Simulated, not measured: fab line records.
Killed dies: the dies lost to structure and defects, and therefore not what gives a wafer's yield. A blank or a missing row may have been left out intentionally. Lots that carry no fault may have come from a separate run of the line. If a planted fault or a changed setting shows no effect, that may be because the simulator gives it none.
Which of the tools did it?    flow gf180mcu    39 wafers from 13 lots sampled at 5 of the route's 602 steps

## WHAT EACH GAUGE READ, for each wafer
GF_MVPSD_TW_MEAS_11. Usual: MVPSD_TW 553, standard deviation 7.8.
lot   measured      on             MVPSD_TW     flag
L332  day 5 10:05   film metro-02  561 560 565  
L334  day 5 18:34   film metro-02  558 558 560  
L336  day 6 09:36   film metro-01  550 549 552  
L337  day 6 09:46   film metro-01  546 549 546  
L341  day 7 05:32   film metro-04  539 544 542  
L342  day 7 12:17   film metro-04  543 547 548  
L343  day 7 15:12   film metro-02  562 558 561  
L345  day 8 06:10   film metro-04  543 544 544  
L349  day 9 08:35   film metro-01  551 551 555  
L352  day 9 23:58   film metro-01  552 553 551  
L353  day 10 05:43  film metro-02  566 561 563  
L354  day 10 12:12  film metro-02  562 564 566  
L355  day 10 16:58  film metro-02  559 560 563  

GF_HV_LDD_CD_MEAS_19: target cd 400 nm. Usual: cd nm at 400.1 nm, with a standard deviation of 2.1.
lot   measured      on         cd nm (nm)         flag
L332  day 11 03:44  cd sem-02  398.8 400.4 400.3  
L334  day 11 12:26  cd sem-02  401.9 403.3 400.9  
L336  day 12 08:16  cd sem-01  397.4 399.4 401.5  
L337  day 12 10:55  cd sem-01  400.0 400.5 399.7  
L341  day 13 14:16  cd sem-02  401.5 399.6 400.5  
L342  day 14 01:41  cd sem-01  399.9 400.3 399.9  
L343  day 14 02:37  cd sem-01  397.1 395.5 398.4  
L345  day 15 03:14  cd sem-01  402.8 404.1 404.0  
L349  day 16 06:03  cd sem-01  400.0 399.1 399.4  
L352  day 17 05:39  cd sem-02  397.0 399.1 396.8  
L353  day 17 05:56  cd sem-02  398.5 399.2 399.6  
L354  day 17 15:11  cd sem-01  403.6 404.3 404.5  
L355  day 17 22:08  cd sem-02  396.9 398.0 398.0  

## WHAT TOOL EACH LOT RAN ON (gives the tool, then ch and the chambers of the sampled wafers, and finally the start)
lot   GF_VT_IMPLANT_STRIP_31                GF_HV_LDD_COAT_02                  GF_HV_LDD_STRIP_10
L332  plasma asher-02 ch 0,1, day 7 05:36   litho track-04 ch 0, day 10 01:43  plasma asher-04 ch 0,1, day 10 10:22
L334  plasma asher-01 ch 0,1, day 7 14:48   litho track-04 ch 0, day 10 08:43  plasma asher-01 ch 0,1, day 10 17:56
L336  plasma asher-03 ch 0,1, day 8 08:10   litho track-03 ch 0, day 11 04:35  plasma asher-04 ch 0, day 11 14:13
L337  plasma asher-03 ch 0, day 8 08:28     litho track-03 ch 0, day 11 06:32  plasma asher-01 ch 1, day 11 16:22
L341  plasma asher-01 ch 0,1, day 9 06:12   litho track-03 ch 0, day 12 09:29  plasma asher-03 ch 0,1, day 12 19:54
L342  plasma asher-03 ch 0, day 9 12:48     litho track-03 ch 0, day 12 20:16  plasma asher-04 ch 0,1, day 13 06:25
L343  plasma asher-01 ch 0,1, day 9 17:15   litho track-02 ch 0, day 12 20:16  plasma asher-01 ch 0,1, day 13 06:43
L345  plasma asher-01 ch 1, day 10 08:19    litho track-02 ch 0, day 13 19:39  plasma asher-03 ch 0,1, day 14 06:50
L349  plasma asher-02 ch 0,1, day 11 13:53  litho track-04 ch 0, day 14 22:46  plasma asher-03 ch 0,1, day 15 08:51
L352  plasma asher-01 ch 0,1, day 12 06:49  litho track-03 ch 0, day 15 19:42  plasma asher-04 ch 0,1, day 16 07:05
L353  plasma asher-01 ch 0,1, day 12 12:46  litho track-03 ch 0, day 15 20:17  plasma asher-01 ch 0, day 16 07:41
L354  plasma asher-01 ch 0,1, day 12 19:18  litho track-02 ch 0, day 16 05:04  plasma asher-03 ch 0,1, day 16 16:29
L355  plasma asher-01 ch 0,1, day 12 23:51  litho track-04 ch 0, day 16 11:34  plasma asher-01 ch 0,1, day 16 23:25
- GF_VT_IMPLANT_STRIP_31: strips in O2/N2.
- GF_HV_LDD_COAT_02: resist thk 1000 nm.
- GF_HV_LDD_STRIP_10: strips in O2/N2.

## WHAT THE TOOLS THEMSELVES READ (means of the sampled wafers that have a number; where no wafer has one, the mark that the record gives instead)
GF_VT_IMPLANT_STRIP_31. Usual: drypump motor current A 5.8 A, standard deviation 0.43; heater power w 337 W, standard deviation 41; oes product au 0.716 a.u., standard deviation 0.0046; strip time to endpoint s 12.63 s, standard deviation 0.032.
lot   tool             drypump motor current A (A)  heater power w (W)  oes product au (a.u.)  strip time to endpoint s (s)  flag
L332  plasma asher-02  5.6                          321                 0.714                  12.63                         
L334  plasma asher-01  5.6                          359                 0.717                  12.62                         
L336  plasma asher-03  5.9                          298                 0.718                  12.60                         
L337  plasma asher-03  5.5                          298                 0.719                  12.62                         
L341  plasma asher-01  5.6                          356                 0.717                  12.65                         
L342  plasma asher-03  5.5                          294                 0.715                  12.62                         
L343  plasma asher-01  5.6                          355                 0.719                  12.63                         
L345  plasma asher-01  5.6                          396                 0.721                  12.65                         
L349  plasma asher-02  5.3                          313                 0.718                  12.61                         
L352  plasma asher-01  5.6                          358                 0.713                  12.60                         
L353  plasma asher-01  5.6                          352                 0.714                  12.61                         
L354  plasma asher-01  5.6                          360                 0.714                  12.64                         
L355  plasma asher-01  5.6                          354                 0.715                  12.59                         

GF_HV_LDD_COAT_02. Usual: chill plate temp C 23.03 C, standard deviation 0.1; spin speed rpm 3000.3 rpm, standard deviation 1.8.
lot   tool            chill plate temp C (C)  spin speed rpm (rpm)  flag
L332  litho track-04  22.90                   3000.8                
L334  litho track-04  23.04                   3001.1                
L336  litho track-03  23.14                   2999.0                
L337  litho track-03  22.98                   2999.4                
L341  litho track-03  23.10                   3000.7                
L342  litho track-03  22.95                   3001.8                
L343  litho track-02  23.07                   3001.0                
L345  litho track-02  23.03                   3000.2                
L349  litho track-04  23.07                   2999.5                
L352  litho track-03  22.87                   3250.7                OFF
L353  litho track-03  23.08                   3251.4                OFF
L354  litho track-02  22.95                   3001.2                
L355  litho track-04  23.11                   3000.5                

GF_HV_LDD_STRIP_10. Usual: drypump motor current A 5.8 A, standard deviation 0.37; heater power w 343 W, standard deviation 38; oes product au 0.716 a.u., standard deviation 0.0045; strip time to endpoint s 12.641 s, standard deviation 0.027.
lot   tool             drypump motor current A (A)  heater power w (W)  oes product au (a.u.)  strip time to endpoint s (s)  flag
L332  plasma asher-04  5.9                          349                 0.716                  12.629                        
L334  plasma asher-01  5.6                          374                 0.712                  12.647                        
L336  plasma asher-04  5.4                          315                 0.711                  12.673                        
L337  plasma asher-01  5.6                          394                 0.715                  12.616                        
L341  plasma asher-03  6.2                          298                 0.714                  12.632                        
L342  plasma asher-04  5.6                          334                 0.713                  12.650                        
L343  plasma asher-01  5.6                          379                 0.712                  12.649                        
L345  plasma asher-03  5.9                          293                 0.715                  12.633                        
L349  plasma asher-03  6.2                          298                 0.718                  12.658                        
L352  plasma asher-04  5.8                          356                 0.719                  12.209                        OFF
L353  plasma asher-01  5.7                          336                 0.720                  12.177                        OFF
L354  plasma asher-03  5.9                          295                 0.718                  12.644                        
L355  plasma asher-01  5.7                          361                 0.716                  12.669                        

## THE ANSWER, worked out from the rows above alone
Rule: take the mean of a lot's wafers that have a number; if it is more than 3 standard deviations from the usual mean, the lot is off. Also off: a lot with no number at a reading for which 4 or more lots have one. All remaining lots with rows at the step are treated as sound. First the gauges in route order, then the tools' own readings, where a lot's mean is used as printed above. The first step at which some lot is off is used, and at that step the reading that is off furthest; a lot without a number counts as furthest.
Off at GF_HV_LDD_COAT_02 (spin speed rpm): L352, L353.
A tool fits if, at that step or a process step before it, it ran every lot that is off, and no sound lot after the first of them. One fits: GF_HV_LDD_COAT_02 on litho track-03. Its last sound lot is L342 (day 12 20:16), its first lot that is off L352 (day 15 19:42): a fault that began between those two fits.
On the lots that are off, the tool's own readings at GF_HV_LDD_COAT_02 differ by more than 5 times the standard deviation of the sound lots' means, which bears it out; spin speed rpm reads 3251.1 rpm there versus 3000.5 rpm on the sound lots.

## WHAT HAD BEEN PUT IN BY THE SIMULATOR
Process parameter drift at GF_HV_LDD_COAT_02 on litho track-03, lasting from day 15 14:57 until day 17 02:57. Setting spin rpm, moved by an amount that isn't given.
Struck lots among those shown: L352, L353. The same result came from the rule above.
